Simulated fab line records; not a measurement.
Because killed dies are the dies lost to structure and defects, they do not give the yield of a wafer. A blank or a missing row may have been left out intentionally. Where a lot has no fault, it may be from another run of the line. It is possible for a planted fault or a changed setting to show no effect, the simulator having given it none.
Which of the tools did it? | flow gf180mcu | Sampling: 12 lots, 36 wafers, 4 of 602 route steps

## WHAT THE GAUGES READ, wafer by wafer
GF_NSD_CD_MEAS_07: the cd target is 400 nm. Usual: cd-nm reads 401 nm (standard deviation 3.1).
lot  | measured     | on        | cd-nm (nm)  | flag
L149 | day 13 08:28 | cd-sem-02 | 400 398 398 |
L150 | day 13 13:25 | cd-sem-01 | 403 402 399 |
L155 | day 15 08:56 | cd-sem-02 | 403 406 404 |
L159 | day 16 23:47 | cd-sem-01 | 405 406 403 |
L161 | day 17 14:46 | cd-sem-01 | 397 397 396 |
L163 | day 18 05:11 | cd-sem-02 | 404 405 406 |
L164 | day 18 12:02 | cd-sem-02 | 400 399 400 |
L166 | day 19 06:07 | cd-sem-02 | 395 397 396 |
L167 | day 19 13:38 | cd-sem-02 | 398 398 398 |
L168 | day 19 23:18 | cd-sem-02 | 399 400 397 |
L169 | day 20 08:31 | cd-sem-01 | 398 398 401 |
L170 | day 20 10:25 | cd-sem-02 | 398 401 398 |

GF_SAB_THK_MEAS_01. Usual: for SAB_CVD_00_THK the level is 50.1 nm and the standard deviation is 0.64.
lot  | measured     | on            | SAB_CVD_00_THK (nm) | flag
L149 | day 14 06:07 | film-metro-02 | 49.7 49.2 49.7      |
L150 | day 14 10:41 | film-metro-04 | 48.5 49.2 50.5      |
L155 | day 16 08:08 | film-metro-02 | 49.9 50.1 50.4      |
L159 | day 17 23:50 | film-metro-04 | 49.2 42.5 42.7      | OFF
L161 | day 18 15:45 | film-metro-01 | 50.3 51.1 50.9      |
L163 | day 19 06:40 | film-metro-04 | 49.9 49.6 50.0      |
L164 | day 19 13:49 | film-metro-02 | 49.2 51.2 51.3      |
L166 | day 20 07:47 | film-metro-01 | 50.5 51.2 50.7      |
L167 | day 20 15:17 | film-metro-04 | 50.4 49.7 51.1      |
L168 | day 21 00:21 | film-metro-02 | 49.8 50.7 50.5      |
L169 | day 21 10:05 | film-metro-02 | 50.4 50.6 51.6      |
L170 | day 21 11:35 | film-metro-01 | 49.5 49.7 49.8      |

## WHAT TOOL EACH LOT RAN ON (gives the tool, then ch and the chambers of the sampled wafers, and finally the start)
lot  | GF_HV_LDD_STRIP_22                   | GF_SAB_CVD_00
L149 | plasma-asher-02 ch 0,1, day 10 20:29 | pecvd-03 ch 0,1,2, day 14 06:06
L150 | plasma-asher-02 ch 0,1, day 11 00:55 | pecvd-02 ch 0,1,2, day 14 10:40
L155 | plasma-asher-01 ch 0,1, day 12 16:08 | pecvd-04 ch 0,1, day 16 08:06
L159 | plasma-asher-04 ch 0,1, day 14 02:07 | pecvd-03 ch 1,2, day 17 23:49
L161 | plasma-asher-01 ch 0,1, day 14 16:57 | pecvd-04 ch 0,1, day 18 15:43
L163 | plasma-asher-02 ch 0,1, day 15 06:06 | pecvd-02 ch 0,1,2, day 19 06:37
L164 | plasma-asher-01 ch 1, day 15 12:07   | pecvd-02 ch 1,2, day 19 13:47
L166 | plasma-asher-01 ch 0,1, day 16 02:49 | pecvd-04 ch 0,1, day 20 07:44
L167 | plasma-asher-01 ch 0,1, day 16 11:44 | pecvd-04 ch 0,1, day 20 15:16
L168 | plasma-asher-01 ch 0,1, day 16 20:04 | pecvd-04 ch 1,2, day 21 00:19
L169 | plasma-asher-02 ch 0,1, day 17 04:58 | pecvd-04 ch 0,1,2, day 21 10:03
L170 | plasma-asher-02 ch 0,1, day 17 06:58 | pecvd-02 ch 0,1,2, day 21 11:34
- GF_HV_LDD_STRIP_22: strips in O2/N2.
- GF_SAB_CVD_00: deposits SiO2 from TEOS, target thk 50 nm, time 4.9302 s.

## AS READ BY THE TOOLS THEMSELVES (means over the sampled wafers that have a number; for cases with no such wafer, the mark the record gives instead)
GF_HV_LDD_STRIP_22. Usual: drypump-motor-current-A 5.62 A, standard deviation 0.29; heater-power-w 317 W, standard deviation 15; oes-product-au 0.716 a.u., standard deviation 0.0044; strip-time-to-endpoint-s 12.62 s, standard deviation 0.036.
lot  | tool            | drypump-motor-current-A (A) | heater-power-w (W) | oes-product-au (a.u.) | strip-time-to-endpoint-s (s) | flag
L149 | plasma-asher-02 | 5.40                        | 336                | 0.717                 | 12.59                        |
L150 | plasma-asher-02 | 5.38                        | 333                | 0.720                 | 12.70                        |
L155 | plasma-asher-01 | 5.75                        | 310                | 0.715                 | 12.65                        |
L159 | plasma-asher-04 | 5.26                        | 318                | 0.713                 | 12.60                        |
L161 | plasma-asher-01 | 5.89                        | 318                | 0.715                 | 12.65                        |
L163 | plasma-asher-02 | 5.52                        | 323                | 0.714                 | 12.56                        |
L164 | plasma-asher-01 | 5.61                        | 301                | 0.720                 | 12.66                        |
L166 | plasma-asher-01 | 5.73                        | 310                | 0.715                 | 12.68                        |
L167 | plasma-asher-01 | 5.73                        | 308                | 0.722                 | 12.60                        |
L168 | plasma-asher-01 | 5.88                        | 313                | 0.714                 | 12.62                        |
L169 | plasma-asher-02 | 5.37                        | 338                | 0.715                 | 12.59                        |
L170 | plasma-asher-02 | 5.38                        | 336                | 0.715                 | 12.62                        |

GF_SAB_CVD_00. Usual: heater-power-w 712 W, standard deviation 71; susceptor-temp-C 400.01 C, standard deviation 0.23.
lot  | tool     | heater-power-w (W) | susceptor-temp-C (C) | flag
L149 | pecvd-03 | 694                | 400.21               |
L150 | pecvd-02 | 720                | 399.94               |
L155 | pecvd-04 | 713                | 400.24               |
L159 | pecvd-03 | 735                | 400.09               |
L161 | pecvd-04 | 692                | 400.09               |
L163 | pecvd-02 | 739                | 399.88               |
L164 | pecvd-02 | 707                | 400.02               |
L166 | pecvd-04 | 679                | 400.06               |
L167 | pecvd-04 | 636                | 400.14               |
L168 | pecvd-04 | 799                | 400.01               |
L169 | pecvd-04 | 713                | 399.91               |
L170 | pecvd-02 | 715                | 399.90               |

## THE ANSWER, worked out from the rows above alone
Rule: lot off if the mean of its wafers having a number is beyond 3 standard deviations from the usual mean. A lot without any number at a reading at which 4 lots or more have one is off too. All remaining lots with rows at the step are treated as sound. After the gauges, taken in route order, come the tools' own readings; for these a lot's mean is taken, as printed above. The first step at which some lot is off is used, and at that step the reading that is off furthest; a lot without a number counts as furthest.
Off: at GF_SAB_THK_MEAS_01 (SAB_CVD_00_THK), L159.
A tool fits if, at a process step before that reading, it ran every lot that is off, and no sound lot after the first of them. Gauges at GF_SAB_THK_MEAS_01: tried the same way as those tools. This does not decide it: 2 tools fit, namely plasma-asher-04 at GF_HV_LDD_STRIP_22 and pecvd-03 at GF_SAB_CVD_00.

## WHAT THE SIMULATOR PUT IN
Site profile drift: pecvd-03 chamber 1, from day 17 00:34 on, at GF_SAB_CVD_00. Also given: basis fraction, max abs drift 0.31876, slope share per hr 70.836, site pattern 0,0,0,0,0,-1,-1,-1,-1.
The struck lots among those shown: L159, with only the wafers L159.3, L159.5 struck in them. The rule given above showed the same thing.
